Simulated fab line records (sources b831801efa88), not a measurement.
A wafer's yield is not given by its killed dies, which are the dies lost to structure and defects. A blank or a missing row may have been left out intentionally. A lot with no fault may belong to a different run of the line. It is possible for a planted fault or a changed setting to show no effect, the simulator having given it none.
fab line records | flow sky130
record lots=6 | wafers=18 | last-day=50
route steps=708 shown SONOS_ONO@180 GATE_OXIDE@187 PAD_OPEN@708
lots that met no fault: from a run of the same line without faults
start-h: the number of hours between the record's first day and the start of the first shown wafer of the lot | wait-h: hours from the lot's prior step to this one | " unchanged from the row above | L1.1+2: one row covering several wafers at once | - value missing, or start not given | * or withheld: withheld | < > ~ a bound
route shown NAME@n: a module of which the file shows steps, and the number in the route of the first | usual: mean and standard deviation over wafers with no fault | same: alike in all rows | chamber/n: place in a boat | sites: the reading at each site | _std_site: standard deviation across them | _edge_site: the outer-site mean with the inner-site mean subtracted | radius-mm: how far each site lies from the wafer's centre | mask NAME#n: copy n | behind: the tool/chamber that last shaped the wafer | hold: cause of the lot's hold/its duration in hours/its outcome | device: which transistor (n, p or np) failed to switch | end of line: the route-end tests of the same wafers | for a step that has no rows: nothing shown but its recipe | killed: at the first sort, the dies lost to defects and structure; wafer yield is something else | map: shows each die of a wafer: x if killed, . if not, _ if none is there
set.NAME: the run value of the setting; set.NAME@STEP: its run value at that earlier step | model.NAME: the simulator's own value behind a step, which no gauge read
lots at selected steps of the route; one table per step, one row per wafer
services: when a tool's chamber went out of use (start-h, in hours from the record's first day, below 0 if earlier), for how many hours, and the reason
## steps
# step SKY_SONOS_ONO_DEVELOP_12
# recipe develop-time-s=60 | dev-temp-c=23
# step SKY_SONOS_ONO_CD_MEAS_13
# recipe target-cd-nm=410
# usual cd-nm=410.2/2.3
lot.wafer | tool      | chamber | start-h | wait-h | cd-nm
L534.2    | cd-sem-01 | -       | 286.58  | 0.2    | 408.7
L534.3    | "         | -       | "       | "      | 409.4
L534.5    | "         | -       | "       | "      | 408.6
L536.1    | cd-sem-01 | -       | 303.22  | 0.1    | 413.4
L536.2    | "         | -       | "       | "      | 411.7
L536.5    | "         | -       | "       | "      | 410.6
L545.3    | cd-sem-02 | -       | 368.11  | 0.1    | 406.1
L545.4    | "         | -       | "       | "      | 406.0
L545.5    | "         | -       | "       | "      | 407.8
L546.1    | cd-sem-01 | -       | 381.02  | 0.1    | 411.9
L546.3    | "         | -       | "       | "      | 412.2
L546.5    | "         | -       | "       | "      | 410.6
L555.3    | cd-sem-01 | -       | 449.71  | 0.1    | 410.3
L555.4    | "         | -       | "       | "      | 408.0
L555.6    | "         | -       | "       | "      | 408.3
L557.2    | cd-sem-01 | -       | 470.84  | 0.1    | 414.1
L557.4    | "         | -       | "       | "      | 416.0
L557.6    | "         | -       | "       | "      | 414.9
# step SKY_SONOS_ONO_OVL_MEAS_14
# usual SONOS_ONO_OVL=0.3/1.5
lot.wafer | tool       | chamber | start-h | wait-h | SONOS_ONO_OVL[nm]
L534.2    | overlay-02 | -       | 286.69  | 0.1    | 1.0
L534.3    | "          | -       | "       | "      | 1.4
L534.5    | "          | -       | "       | "      | 0.9
L536.1    | overlay-01 | -       | 303.34  | 0.1    | -4.5
L536.2    | "          | -       | "       | "      | -1.5
L536.5    | "          | -       | "       | "      | -1.1
L545.3    | overlay-01 | -       | 368.20  | 0.1    | -0.4
L545.4    | "          | -       | "       | "      | -1.7
L545.5    | "          | -       | "       | "      | 0.4
L546.1    | overlay-02 | -       | 381.14  | 0.1    | -0.4
L546.3    | "          | -       | "       | "      | 1.7
L546.5    | "          | -       | "       | "      | -0.4
L555.3    | overlay-02 | -       | 449.80  | 0.1    | 1.0
L555.4    | "          | -       | "       | "      | 1.1
L555.6    | "          | -       | "       | "      | 1.4
L557.2    | overlay-02 | -       | 470.95  | 0.1    | 1.7
L557.4    | "          | -       | "       | "      | 1.7
L557.6    | "          | -       | "       | "      | 0.8
# step SKY_SONOS_ONO_ETCH_15
# recipe target-depth-nm=19.52 | chemistry=CHF3/O2 | source-w=600 | bias-w=200 | pressure-mtorr=40 | chf3-flow-sccm=50 | O2_flow_sccm=5 | time-s=7.8
# usual drypump-motor-current-A=5.6/0.45 | oes-product-au=0.996/0.0091 | throttle-valve-pct=8.825/0.0093
# same time-s=7.8
lot.wafer | tool        | chamber | start-h | wait-h | drypump-motor-current-A | oes-product-au | rf-hours-counter-h | throttle-valve-pct
L534.2    | rie-diel-03 | 3       | 286.72  | 0.0    | 6.1                     | 0.991          | 5                  | 8.836
L534.3    | "           | 1       | "       | "      | 6.0                     | 0.992          | 2                  | 8.836
L534.5    | "           | 1       | "       | "      | 6.0                     | 0.997          | -                  | 8.807
L536.1    | rie-diel-01 | 2       | 303.38  | 0.0    | 5.8                     | 1.005          | 63                 | 8.834
L536.2    | "           | 1       | "       | "      | 5.2                     | 1.010          | 11                 | 8.853
L536.5    | "           | 2       | "       | "      | 5.8                     | 0.997          | -                  | 8.825
L545.3    | rie-diel-04 | 3       | 368.23  | 0.0    | 5.0                     | 0.985          | 31                 | 8.833
L545.4    | "           | 2       | "       | "      | 5.6                     | 0.985          | 89                 | 8.807
L545.5    | "           | 1       | "       | "      | 5.9                     | 0.994          | -                  | 8.839
L546.1    | rie-diel-04 | 1       | 381.18  | 0.0    | 5.9                     | 0.992          | 12                 | 8.824
L546.3    | "           | 0       | "       | "      | 5.9                     | 0.991          | 1                  | 8.820
L546.5    | "           | 2       | "       | "      | 5.6                     | 0.989          | -                  | 8.827
L555.3    | rie-diel-03 | 1       | 449.83  | 0.0    | 6.0                     | 0.992          | 5                  | 8.834
L555.4    | "           | 3       | "       | "      | 6.1                     | 0.982          | 8                  | 8.825
L555.6    | "           | 1       | "       | "      | 6.0                     | 0.988          | -                  | 8.827
L557.2    | rie-diel-01 | 1       | 470.98  | 0.0    | 5.2                     | 1.004          | 13                 | 8.836
L557.4    | "           | 3       | "       | "      | 5.0                     | 0.995          | -                  | 8.811
L557.6    | "           | 2       | "       | "      | 5.8                     | 1.012          | -                  | 8.838
# step SKY_SONOS_ONO_WET_ETCH_16
# recipe chemistry=dHF | target-depth-nm=14 | dry=n2-spin | target=SiO2 | dilution=100:1 | temp-c=25 | time-s=280
# step SKY_SONOS_ONO_STRIP_17
# recipe chemistry=O2/N2 | power-w=1400 | pressure-mtorr=1500 | platen-temp-c=withheld | o2-flow-sccm=3000 | n2-flow-sccm=300 | overash-fraction=0.5
# usual drypump-motor-current-A=5.72/0.27 | oes-product-au=0.711/0.0043 | strip-time-to-endpoint-s=14.11/0.031
lot.wafer | tool            | chamber | start-h | wait-h | drypump-motor-current-A | oes-product-au | rf-hours-counter-h | strip-time-to-endpoint-s
L534.2    | plasma-asher-02 | 0       | 286.82  | 0.0    | 5.76                    | 0.711          | 63                 | 14.07
L534.3    | "               | 0       | "       | "      | 5.75                    | 0.711          | -                  | 14.09
L534.5    | "               | 1       | "       | "      | 5.33                    | 0.710          | -                  | 14.12
L536.1    | plasma-asher-02 | 1       | 303.49  | 0.0    | 5.35                    | 0.717          | 64                 | 14.11
L536.2    | "               | 0       | "       | "      | 5.77                    | 0.710          | 64                 | 14.09
L536.5    | "               | 1       | "       | "      | 5.37                    | 0.705          | -                  | 14.11
L545.3    | plasma-asher-03 | 0       | 368.37  | 0.0    | 5.97                    | 0.714          | -                  | 14.07
L545.4    | "               | 1       | "       | "      | 6.20                    | 0.711          | -                  | 14.10
L545.5    | "               | 0       | "       | "      | 5.95                    | 0.714          | -                  | 14.13
L546.1    | plasma-asher-04 | 0       | 381.29  | 0.0    | 5.69                    | 0.713          | 25                 | 14.08
L546.3    | "               | 1       | "       | "      | 5.86                    | 0.714          | -                  | 14.10
L546.5    | "               | 0       | "       | "      | 5.69                    | 0.706          | -                  | 14.13
L555.3    | plasma-asher-02 | 1       | 449.98  | 0.0    | 5.36                    | 0.710          | -                  | 14.12
L555.4    | "               | 0       | "       | "      | 5.76                    | 0.715          | -                  | 14.06
L555.6    | "               | 1       | "       | "      | 5.36                    | 0.712          | -                  | 14.08
L557.2    | plasma-asher-03 | 0       | 471.09  | 0.0    | 5.96                    | 0.722          | 65                 | 14.09
L557.4    | "               | 1       | "       | "      | 6.18                    | 0.704          | -                  | 14.13
L557.6    | "               | 1       | "       | "      | 6.20                    | 0.713          | -                  | 14.10
# step SKY_SONOS_ONO_WET_ETCH_18
# recipe chemistry=H3PO4 | target-depth-nm=15 | target=Si3N4 | temp-c=160 | time-s=172
# step SKY_GATE_OXIDE_CLEAN_00
# recipe chemistry=SC1/SC2 | mix=1:4:20 | temp-c=70 | time-s=150 | dry=n2-spin
# step SKY_GATE_OXIDE_OXIDATION_01
# recipe temp-c=900 | ambient=O2 | stabilise-s=600 | purge-s=300 | target-thk-a=102.68 | ox-time-s=1473
# step SKY_GATE_OXIDE_THK_MEAS_02
# recipe reads=SiO2_of_GATE_OXIDE_OXIDATION_01
# usual GATE_OXIDE_OXIDATION_00_THK=10.17/0.22
lot.wafer | tool          | chamber | start-h | wait-h | GATE_OXIDE_OXIDATION_00_THK[nm]
L534.2    | film-metro-03 | -       | 290.73  | 0.0    | 10.15
L534.3    | "             | -       | "       | "      | 10.27
L534.5    | "             | -       | "       | "      | 10.15
L536.1    | film-metro-03 | -       | 305.11  | 0.0    | 10.34
L536.2    | "             | -       | "       | "      | 10.40
L536.5    | "             | -       | "       | "      | 10.34
L545.3    | film-metro-03 | -       | 369.99  | 0.0    | 10.11
L545.4    | "             | -       | "       | "      | 10.08
L545.5    | "             | -       | "       | "      | 10.13
L546.1    | film-metro-02 | -       | 384.60  | 0.0    | 9.79
L546.3    | "             | -       | "       | "      | 9.98
L546.5    | "             | -       | "       | "      | 9.77
L555.3    | film-metro-04 | -       | 451.61  | 0.0    | 10.36
L555.4    | "             | -       | "       | "      | 10.17
L555.6    | "             | -       | "       | "      | 10.35
L557.2    | film-metro-03 | -       | 473.48  | 0.0    | 10.58
L557.4    | "             | -       | "       | "      | 10.46
L557.6    | "             | -       | "       | "      | 10.53
# step SKY_GATE_OXIDE_DEHYDRATE_03
# recipe temp-c=200 | time-s=60
# step SKY_GATE_OXIDE_HMDS_04
# recipe prime-time-s=60 | prime-temp-c=120
# step SKY_GATE_OXIDE_COAT_05
# recipe resist=NOVOLAK | spin-rpm=3000 | resist-thk-nm=1140
# usual exhaust-pa=45.1/0.89
lot.wafer | tool           | chamber | start-h | wait-h | exhaust-pa | model.NOVOLAK_of_GATE_OXIDE_COAT_05.thk-nm
L534.2    | litho-track-03 | 0       | 302.65  | 0.1    | 43.8       | 1138
L534.3    | "              | 0       | "       | "      | 45.7       | 1143
L534.5    | "              | 0       | "       | "      | 45.9       | 1137
L536.1    | litho-track-04 | 0       | 318.04  | 0.1    | 46.2       | 1141
L536.2    | "              | 0       | "       | "      | 47.1       | 1141
L536.5    | "              | 0       | "       | "      | 45.4       | 1139
L545.3    | litho-track-03 | 0       | 384.42  | 0.1    | 46.2       | 1065
L545.4    | "              | 0       | "       | "      | 45.1       | 1069
L545.5    | "              | 0       | "       | "      | 44.7       | 1066
L546.1    | litho-track-03 | 0       | 398.62  | 0.1    | 43.3       | 1070
L546.3    | "              | 0       | "       | "      | 45.4       | 1070
L546.5    | "              | 0       | "       | "      | 44.2       | 1068
L555.3    | litho-track-04 | 0       | 466.74  | 0.1    | 43.6       | 1140
L555.4    | "              | 0       | "       | "      | 44.1       | 1139
L555.6    | "              | 0       | "       | "      | 44.9       | 1142
L557.2    | litho-track-04 | 0       | 488.41  | 0.1    | 45.4       | 1140
L557.4    | "              | 0       | "       | "      | 44.5       | 1135
L557.6    | "              | 0       | "       | "      | 43.9       | 1138
# step SKY_GATE_OXIDE_SOFTBAKE_06
# recipe temp-c=90 | time-s=60 | resist=NOVOLAK
# step SKY_GATE_OXIDE_EXPOSE_07
# recipe mask-id=LVOM | na=0.6 | source-shape=conventional | sigma-outer=0.6 | polarization=unpolarized | target-cd-nm=600 | dose-mj=170
# step SKY_GATE_OXIDE_PEB_08
# recipe temp-c=withheld | time-s=* | resist=NOVOLAK
# step SKY_GATE_OXIDE_DEVELOP_09
# recipe resist=NOVOLAK | developer=TMAH | develop-time-s=60 | dev-temp-c=23
# usual exhaust-pa=45.2/1
lot.wafer | tool           | chamber | start-h | wait-h | exhaust-pa | model.NOVOLAK_of_GATE_OXIDE_COAT_05.thk-nm
L534.2    | litho-track-04 | 0       | 316.21  | 0.1    | 45.6       | 1138
L534.3    | "              | 0       | "       | "      | 45.8       | 1143
L534.5    | "              | 0       | "       | "      | 45.3       | 1137
L536.1    | litho-track-04 | 0       | 331.24  | 0.1    | 46.8       | 1140
L536.2    | "              | 0       | "       | "      | 46.3       | 1141
L536.5    | "              | 0       | "       | "      | 45.6       | 1138
L545.3    | litho-track-01 | 0       | 398.84  | 0.1    | 44.5       | 1065
L545.4    | "              | 0       | "       | "      | 43.6       | 1068
L545.5    | "              | 0       | "       | "      | 44.7       | 1066
L546.1    | litho-track-04 | 0       | 413.74  | 0.1    | 45.6       | 1069
L546.3    | "              | 0       | "       | "      | 44.8       | 1069
L546.5    | "              | 0       | "       | "      | 45.5       | 1067
L555.3    | litho-track-03 | 0       | 481.62  | 0.1    | 44.9       | 1139
L555.4    | "              | 0       | "       | "      | 44.8       | 1138
L555.6    | "              | 0       | "       | "      | 46.2       | 1141
L557.2    | litho-track-03 | 0       | 504.15  | 0.1    | 43.6       | 1140
L557.4    | "              | 0       | "       | "      | 45.4       | 1135
L557.6    | "              | 0       | "       | "      | 44.4       | 1137
# step SKY_GATE_OXIDE_OVL_MEAS_10
# usual GATE_OXIDE_OVL=0.0/1.6
lot.wafer | tool       | chamber | start-h | wait-h | GATE_OXIDE_OVL[nm]
L534.2    | overlay-02 | -       | 316.35  | 0.1    | -0.5
L534.3    | "          | -       | "       | "      | -1.9
L534.5    | "          | -       | "       | "      | 1.6
L536.1    | overlay-02 | -       | 331.39  | 0.1    | 0.1
L536.2    | "          | -       | "       | "      | -2.1
L536.5    | "          | -       | "       | "      | 1.2
L545.3    | overlay-01 | -       | 398.95  | 0.1    | 0.4
L545.4    | "          | -       | "       | "      | -1.2
L545.5    | "          | -       | "       | "      | 1.6
L546.1    | overlay-02 | -       | 413.89  | 0.1    | -4.9
L546.3    | "          | -       | "       | "      | -3.8
L546.5    | "          | -       | "       | "      | -3.5
L555.3    | overlay-01 | -       | 481.73  | 0.1    | 0.2
L555.4    | "          | -       | "       | "      | 0.6
L555.6    | "          | -       | "       | "      | 1.0
L557.2    | overlay-01 | -       | 504.28  | 0.1    | 1.0
L557.4    | "          | -       | "       | "      | -0.4
L557.6    | "          | -       | "       | "      | -1.5
# step SKY_GATE_OXIDE_IMPLANT_11
# recipe species=B | energy-kev=10 | dose-cm2=2.6e+12 | tilt-deg=withheld
# step SKY_GATE_OXIDE_WET_ETCH_12
# recipe chemistry=dHF | target-depth-nm=16.8 | dry=n2-spin | target=SiO2 | dilution=100:1 | temp-c=25 | time-s=336
# step SKY_GATE_OXIDE_STRIP_13
# recipe chemistry=O2/N2 | power-w=1400 | pressure-mtorr=1500 | platen-temp-c=withheld | o2-flow-sccm=3000 | n2-flow-sccm=300 | overash-fraction=0.5
# usual drypump-motor-current-A=5.88/0.24 | oes-product-au=0.715/0.005 | strip-time-to-endpoint-s=14.17/0.036
lot.wafer | tool            | chamber | start-h | wait-h | drypump-motor-current-A | oes-product-au | rf-hours-counter-h | strip-time-to-endpoint-s
L534.2    | plasma-asher-04 | 1       | 316.64  | 0.0    | 5.84                    | 0.714          | 19                 | 14.17
L534.3    | "               | 1       | "       | "      | 5.84                    | 0.708          | -                  | 14.20
L534.5    | "               | 0       | "       | "      | 5.71                    | 0.710          | -                  | 14.13
L536.1    | plasma-asher-03 | 1       | 331.69  | 0.0    | 6.20                    | 0.713          | 51                 | 14.18
L536.2    | "               | 0       | "       | "      | 5.95                    | 0.715          | 51                 | 14.19
L536.5    | "               | 1       | "       | "      | 6.19                    | 0.710          | -                  | 14.17
L545.3    | plasma-asher-01 | 1       | 399.57  | 0.0    | 6.04                    | 0.709          | -                  | 13.29
L545.4    | "               | 0       | "       | "      | 5.44                    | 0.716          | -                  | 13.34
L545.5    | "               | 0       | "       | "      | 5.40                    | 0.719          | -                  | 13.30
L546.1    | plasma-asher-01 | 1       | 414.19  | 0.0    | 6.02                    | 0.707          | 70                 | 13.35
L546.3    | "               | 0       | "       | "      | 5.44                    | 0.722          | -                  | 13.35
L546.5    | "               | 0       | "       | "      | 5.46                    | 0.716          | -                  | 13.33
L555.3    | plasma-asher-01 | 0       | 482.04  | 0.0    | 5.42                    | 0.722          | -                  | 14.17
L555.4    | "               | 1       | "       | "      | 5.98                    | 0.711          | -                  | 14.14
L555.6    | "               | 0       | "       | "      | 5.45                    | 0.724          | -                  | 14.20
L557.2    | plasma-asher-04 | 1       | 504.57  | 0.0    | 5.85                    | 0.708          | 38                 | 14.18
L557.4    | "               | 0       | "       | "      | 5.69                    | 0.712          | -                  | 14.10
L557.6    | "               | 1       | "       | "      | 5.86                    | 0.715          | -                  | 14.16
# step SKY_GATE_OXIDE_TW_MEAS_14
# usual GATE_OXIDE_TW=224.5/1.4
lot.wafer | tool          | chamber | start-h | wait-h | GATE_OXIDE_TW
L534.2    | film-metro-04 | -       | 316.75  | 0.1    | 223.9
L534.3    | "             | -       | "       | "      | 222.1
L534.5    | "             | -       | "       | "      | 223.0
L536.1    | film-metro-04 | -       | 331.79  | 0.1    | 224.0
L536.2    | "             | -       | "       | "      | 223.5
L536.5    | "             | -       | "       | "      | 223.2
L545.3    | film-metro-04 | -       | 399.65  | 0.1    | 223.5
L545.4    | "             | -       | "       | "      | 224.0
L545.5    | "             | -       | "       | "      | 223.9
L546.1    | film-metro-02 | -       | 414.29  | 0.1    | 224.9
L546.3    | "             | -       | "       | "      | 224.1
L546.5    | "             | -       | "       | "      | 226.3
L555.3    | film-metro-03 | -       | 482.13  | 0.1    | 225.6
L555.4    | "             | -       | "       | "      | 225.2
L555.6    | "             | -       | "       | "      | 226.8
L557.2    | film-metro-03 | -       | 504.68  | 0.1    | 225.6
L557.4    | "             | -       | "       | "      | 225.4
L557.6    | "             | -       | "       | "      | 225.5
# step SKY_PAD_OPEN_PROBE_99
# usual killed_at_M0_to_M3=44/7 | killed_at_M4_up=3.1/1.8 | killed-at-contacts=25/5.1 | killed-at-front-end=15/4.3 | killed-at-other=0.3/0.61 | killed-dies=87/9.8 | killed-open=48/7 | killed-short=38/6.3
# same gross-dies=492 | killed-at-back-side=0
lot.wafer | tool      | chamber | start-h | wait-h | killed_at_M0_to_M3 | killed_at_M4_up | killed-at-contacts | killed-at-front-end | killed-at-other | killed-dies | killed-open | killed-short
L534.2    | prober-02 | -       | 1080.55 | 0.1    | 39                 | 2               | 22                 | 11                  | 0               | 74          | 41          | 33
L534.3    | prober-02 | -       | 1080.60 | 0.2    | 46                 | 0               | 25                 | 18                  | 1               | 90          | 61          | 28
L534.5    | prober-02 | -       | 1080.70 | 0.2    | 51                 | 5               | 19                 | 17                  | 1               | 93          | 50          | 42
L536.1    | prober-02 | -       | 1091.84 | 0.1    | 41                 | 3               | 30                 | 18                  | 0               | 92          | 51          | 41
L536.2    | prober-02 | -       | 1091.89 | 0.1    | 35                 | 8               | 15                 | 17                  | 0               | 75          | 39          | 36
L536.5    | prober-02 | -       | 1092.04 | 0.2    | 40                 | 1               | 32                 | 15                  | 0               | 88          | 43          | 45
L545.3    | prober-01 | -       | 1138.35 | 0.2    | 55                 | 4               | 22                 | 15                  | 0               | 96          | 55          | 40
L545.4    | prober-01 | -       | 1138.40 | 0.2    | 45                 | 2               | 34                 | 8                   | 0               | 89          | 49          | 39
L545.5    | prober-01 | -       | 1138.45 | 0.2    | 44                 | 3               | 32                 | 15                  | 0               | 94          | 54          | 40
L546.1    | prober-02 | -       | 1149.26 | 0.1    | 42                 | 1               | 34                 | 14                  | 0               | 91          | 49          | 42
L546.3    | prober-02 | -       | 1149.36 | 0.2    | 57                 | 5               | 19                 | 14                  | 0               | 95          | 45          | 50
L546.5    | prober-02 | -       | 1149.46 | 0.2    | 52                 | 1               | 34                 | 12                  | 1               | 100         | 55          | 45
L555.3    | prober-01 | -       | 1189.72 | 0.2    | 42                 | 3               | 19                 | 7                   | 0               | 71          | 39          | 32
L555.4    | prober-01 | -       | 1189.77 | 0.2    | 55                 | 2               | 11                 | 9                   | 0               | 77          | 45          | 32
L555.6    | prober-01 | -       | 1189.87 | 0.2    | 54                 | 9               | 17                 | 12                  | 0               | 92          | 46          | 46
# killed by level:class
L534.2 VIA3:geometric-particle:open=10 METAL2:geometric-particle:short=8 CONTACT:geometric-particle:open=7 LI_CONTACT:geometric-particle:open=6 FIELD_ISO:geometric-particle:short=4 LI_CONTACT:geometric-particle:short=4 VIA1:geometric-particle:open=4 VIA2:geometric-particle:open=4
L534.3 CONTACT:geometric-particle:open=14 VIA2:geometric-particle:open=11 FIELD_ISO:geometric-particle:open=9 VIA1:geometric-particle:open=8 VIA3:geometric-particle:open=8 LOCAL_INTERCONNECT:geometric-particle:short=5 VIA3:geometric-particle:short=5 METAL1:geometric-particle:short=4
L534.5 VIA1:geometric-particle:open=9 VIA2:geometric-particle:open=8 LI_CONTACT:geometric-particle:open=7 VIA3:geometric-particle:open=7 METAL2:geometric-particle:short=6 VIA1:geometric-particle:short=6 FIELD_ISO:geometric-particle:open=5 FIELD_ISO:geometric-particle:short=5
L536.1 CONTACT:geometric-particle:open=10 VIA2:geometric-particle:open=9 LI_CONTACT:geometric-particle:open=8 POLY_GATE:geometric-particle:open=7 VIA1:geometric-particle:short=7 VIA1:geometric-particle:open=6 LOCAL_INTERCONNECT:geometric-particle:short=4 LI_CONTACT:geometric-particle:short=4
L536.2 VIA1:geometric-particle:open=9 METAL4:geometric-particle:short=8 FIELD_ISO:geometric-particle:short=5 LI_CONTACT:geometric-particle:open=5 METAL1:geometric-particle:short=5 FIELD_ISO:geometric-particle:open=4 POLY_GATE:geometric-particle:open=4 METAL1:geometric-particle:open=4
L536.5 LI_CONTACT:geometric-particle:open=8 LOCAL_INTERCONNECT:geometric-particle:short=7 CONTACT:geometric-particle:open=7 VIA1:geometric-particle:open=6 METAL1:geometric-particle:short=6 VIA3:geometric-particle:open=6 FIELD_ISO:geometric-particle:short=5 LI_CONTACT:geometric-particle:short=5
L545.3 VIA2:geometric-particle:open=11 LI_CONTACT:geometric-particle:open=10 VIA1:geometric-particle:open=7 VIA3:geometric-particle:open=7 FIELD_ISO:geometric-particle:open=6 VIA1:geometric-particle:short=6 VIA2:geometric-particle:short=6 METAL2:geometric-particle:short=5
L545.4 VIA3:geometric-particle:open=11 CONTACT:geometric-particle:open=10 CONTACT:geometric-particle:short=10 VIA1:geometric-particle:open=9 LI_CONTACT:geometric-particle:open=7 VIA2:geometric-particle:open=6 LOCAL_INTERCONNECT:geometric-particle:short=5 METAL2:geometric-particle:short=5
L545.5 VIA1:geometric-particle:open=15 CONTACT:geometric-particle:open=8 CONTACT:geometric-particle:short=8 LI_CONTACT:geometric-particle:open=7 VIA2:geometric-particle:open=6 LOCAL_INTERCONNECT:geometric-particle:short=5 VIA3:geometric-particle:open=5 SPACER:geometric-particle:open=4
L546.1 CONTACT:geometric-particle:open=11 VIA1:geometric-particle:open=11 LI_CONTACT:geometric-particle:open=9 CONTACT:geometric-particle:short=7 VIA1:geometric-particle:short=7 METAL1:geometric-particle:short=6 FIELD_ISO:geometric-particle:short=4 POLY_GATE:geometric-particle:short=4
L546.3 VIA1:geometric-particle:open=14 VIA1:geometric-particle:short=9 METAL2:geometric-particle:short=8 LI_CONTACT:geometric-particle:open=6 VIA2:geometric-particle:short=6 LOCAL_INTERCONNECT:geometric-particle:short=5 CONTACT:geometric-particle:open=5 VIA2:geometric-particle:open=5
L546.5 CONTACT:geometric-particle:open=14 VIA1:geometric-particle:open=14 CONTACT:geometric-particle:short=8 LI_CONTACT:geometric-particle:open=7 VIA3:geometric-particle:short=5 METAL1:geometric-particle:short=5 VIA1:geometric-particle:short=5 VIA3:geometric-particle:open=5
L555.3 VIA1:geometric-particle:open=12 LI_CONTACT:geometric-particle:open=10 VIA1:geometric-particle:short=6 VIA3:geometric-particle:open=6 METAL2:geometric-particle:short=5 METAL1:geometric-particle:short=4 VIA3:geometric-particle:short=3 LOCAL_INTERCONNECT:geometric-particle:short=3
L555.4 VIA1:geometric-particle:open=14 VIA3:geometric-particle:open=8 METAL1:geometric-particle:short=7 CONTACT:geometric-particle:open=6 VIA2:geometric-particle:short=6 VIA2:geometric-particle:open=6 VIA1:geometric-particle:short=5 POLY_GATE:geometric-particle:open=3
L555.6 VIA3:geometric-particle:open=11 LI_CONTACT:geometric-particle:open=8 METAL1:geometric-particle:short=8 METAL2:geometric-particle:short=8 VIA2:geometric-particle:open=6 VIA1:geometric-particle:short=6 METAL4:geometric-particle:short=6 VIA1:geometric-particle:open=5
## services
tool            | chamber | start-h | hours | kind
rie-diel-04     | 1       | 264.74  | 13.3  | repair
rie-diel-04     | 2       | 271.91  | 2.7   | repair
plasma-asher-01 | -       | 287.33  | 2.8   | pm
rie-diel-01     | -       | 294.88  | 0.2   | repair
plasma-asher-02 | -       | 295.26  | 3.8   | repair
plasma-asher-03 | -       | 321.97  | 2.1   | repair
rie-diel-01     | -       | 332.52  | 1.5   | repair
rie-diel-01     | -       | 359.16  | 0.2   | repair
rie-diel-03     | -       | 361.93  | 0.1   | repair
rie-diel-01     | 1       | 363.39  | 16.1  | repair
rie-diel-03     | 0       | 379.67  | 29.3  | repair
plasma-asher-02 | -       | 396.06  | 4.0   | repair
plasma-asher-02 | -       | 406.49  | 1.7   | repair
rie-diel-01     | 3       | 407.23  | 3.8   | repair
rie-diel-04     | 0       | 417.33  | 2.5   | repair
plasma-asher-01 | -       | 421.25  | 9.0   | pm
plasma-asher-03 | -       | 421.41  | 2.8   | pm
plasma-asher-03 | -       | 427.20  | 1.9   | repair
rie-diel-04     | -       | 442.36  | 0.3   | repair
rie-diel-01     | 3       | 443.72  | 11.9  | repair
rie-diel-03     | -       | 452.94  | 0.6   | repair
rie-diel-01     | 0       | 456.99  | 43.5  | repair
rie-diel-01     | -       | 473.80  | 28.5  | repair
rie-diel-04     | -       | 489.20  | 2.8   | pm
## key
first-sign step=SKY_GATE_OXIDE_STRIP_13 | reading=strip-time-to-endpoint-s | direction=down | sigmas=24 | usual=* | struck=*
effect none on later readings
model-effect step=SKY_GATE_OXIDE_COAT_05 | value=NOVOLAK_of_GATE_OXIDE_COAT_05.thk-nm | without=1137 | struck=1068
model-effect step=SKY_GATE_OXIDE_DEVELOP_09 | value=NOVOLAK_of_GATE_OXIDE_COAT_05.thk-nm | without=1137 | struck=1067
met-at SKY_GATE_OXIDE_COAT_05
struck-wafers L545.3,L545.4,L545.5,L546.1,L546.3,L546.5
tester-left-out L545,L546
onset-between 302.65 384.42
also-fits SKY_SONOS_ONO_ETCH_15:rie-diel-04
fault kind=process-parameter-drift | tool=litho-track-03 | chamber=- | onset-h=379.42 | steps=SKY_GATE_OXIDE_COAT_05 | channel=resist-thk-nm | offset=-69.399 | shape=step | end-h=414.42 | acts-in=these-recipes-only | stated=1140
# tester-left-out: of these lots the tester's yield and bins aren't shown, on N5 and GAA mostly nor the transistor test; their killed dies are dies lost to structure and defects alone, not to doping, threshold or leakage, so they don't give the yield
